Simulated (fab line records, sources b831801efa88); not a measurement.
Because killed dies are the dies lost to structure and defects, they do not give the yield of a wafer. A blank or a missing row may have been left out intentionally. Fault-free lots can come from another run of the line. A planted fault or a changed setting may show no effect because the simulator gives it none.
A lot that was struck, set against a sound lot	flow gf180mcu	16 out of 602 route steps
Sound: the wafers L176.4, L176.5, L176.6. Struck: wafer L174.3. (L174.1, L174.6 of the same lot were not struck and are left out.) The cause comes at the end.
Each step with rows lists, per side, the tool, then ch with its chambers, then its first start. Under that, the readings that differ: sound wafers	struck wafers	difference of the means	sigmas: that difference in standard deviations of wafers without a fault.
alike: a reading whose means differ by less than 2 such deviations, as well as words and numbers matching on both sides. not compared: withheld readings; readings where some wafer has no value; bounds like >300 that might hide an equal value; numbers whose values overlap and for which the record gives no deviation.
The two part at a step that has a row with sigmas, a row that says differs or no value, or rows on one side only. Non-overlapping numbers with no deviation appear without sigmas and do not part them. Lack of a reading on every wafer of one side parts them only where that side has two or more wafers.

GF_SAB_STRIP_13: strips in O2/N2.
  sound on plasma-asher-02 ch 0,1, day 21 07:13; struck on plasma-asher-01 ch 1, day 20 10:28
reading	sound	struck	difference	sigmas
drypump-motor-current-A (A)	4.9 5.7 4.9	6.2	+1.0	+2
oes-product-au (a.u.)	0.715 0.710 0.714	0.704	-0.009	-2
  alike: heater-power-w, strip-time-to-endpoint-s
  not compared: rf-hours-counter-h
then, 2 steps without rows for these wafers: GF_SALICIDE_CLEAN_00 (cleans in SC1/SC2, time 150 s); GF_SALICIDE_WET_ETCH_01 (etches SiO2 in dHF, target depth 5 nm, time 100 s).
GF_SALICIDE_SPUTTER_02: material Co, target thk 10 nm, time 20 s.
  sound on pvd-sputter-02, day 21 07:25; struck on pvd-sputter-04, day 20 10:38
  alike: throttle-valve-pct
GF_SALICIDE_SPUTTER_03: material TiN, target thk 20 nm, time 16.7 s.
  sound on pvd-sputter-02, day 21 07:26; struck on pvd-sputter-04, day 20 10:40
  alike: throttle-valve-pct
GF_SALICIDE_RS_MEAS_04: the measuring method here is four-point-probe.
  sound on film-metro-03, day 21 07:31; struck on film-metro-04, day 20 10:42
  alike: SALICIDE_TIN_RS
GF_SALICIDE_THK_MEAS_05: measures by xrf.
  sound on film-metro-03, day 21 07:37; struck on film-metro-04, day 20 10:49
  alike: SALICIDE_TIN_THK
GF_SALICIDE_RTA_06: time 30 s.
  sound on rtp-anneal-01 ch 0, day 21 07:41; struck on rtp-anneal-02 ch 0, day 20 10:53
reading	sound	struck	difference	sigmas
lamp-power-pct (%)	5.9 5.9 5.9	7.8	+1.9	+2
  alike: anneal-temp-c-max, wafer_temp_C_max
then, 1 step without rows for these wafers: GF_SALICIDE_WET_ETCH_07 (etches the open film in SPM, target depth 120 nm).
GF_SALICIDE_RTA_08: time 30 s.
  sound on rtp-anneal-01 ch 0, day 21 07:54; struck on rtp-anneal-01 ch 0, day 20 11:04
  alike: anneal-temp-c-max, lamp-power-pct, wafer_temp_C_max
then, 1 step without rows for these wafers: GF_CONTACT_CVD_00 (deposits SiO2, target thk 300 nm, time 50 s).
GF_CONTACT_THK_MEAS_01:
  sound on film-metro-03, day 21 08:02; struck on film-metro-01, day 20 11:13
  alike: CONTACT_CVD_00_THK
GF_CONTACT_CVD_02: deposits SiO2 from TEOS, target thk 860 nm, time 95.992 s.
  sound on pecvd-02 ch 0,1,2, day 21 08:05; struck on pecvd-04 ch 1, day 20 11:16
reading	sound	struck	difference	sigmas
since-wet-clean-h (h)	- - -	709	no value on the sound wafers	
model.SiO2_of_CONTACT_CVD_02.thk-nm (nm)	863.8 867.5 870.4	627.7	-239.5	
  alike: heater-power-w
GF_CONTACT_THK_MEAS_03:
  sound on film-metro-03, day 21 08:10; struck on film-metro-03, day 20 11:20
reading	sound	struck	difference	sigmas
CONTACT_CVD_02_THK (nm)	864 867 870	628	-239	-18
GF_CONTACT_CMP_04: polishes SiO2.
  sound on cmp-01 ch 0,1,3, day 21 08:20; struck on cmp-01 ch 0, day 20 11:24
reading	sound	struck	difference	sigmas
time-to-endpoint-s (s)	107 112 107	19	-90	-14
  alike: motor-current-A
GF_CONTACT_BOW_MEAS_05:
  sound on film-metro-01, day 21 08:33; struck on film-metro-03, day 20 11:42
reading	sound	struck	difference	sigmas
CONTACT_BOW (um)	52 68 60	75	+15	+2

## WHERE THEY PART
Earliest at GF_SAB_STRIP_13; latest, in this record, at GF_CONTACT_BOW_MEAS_05.

WHY: what the simulator had put in
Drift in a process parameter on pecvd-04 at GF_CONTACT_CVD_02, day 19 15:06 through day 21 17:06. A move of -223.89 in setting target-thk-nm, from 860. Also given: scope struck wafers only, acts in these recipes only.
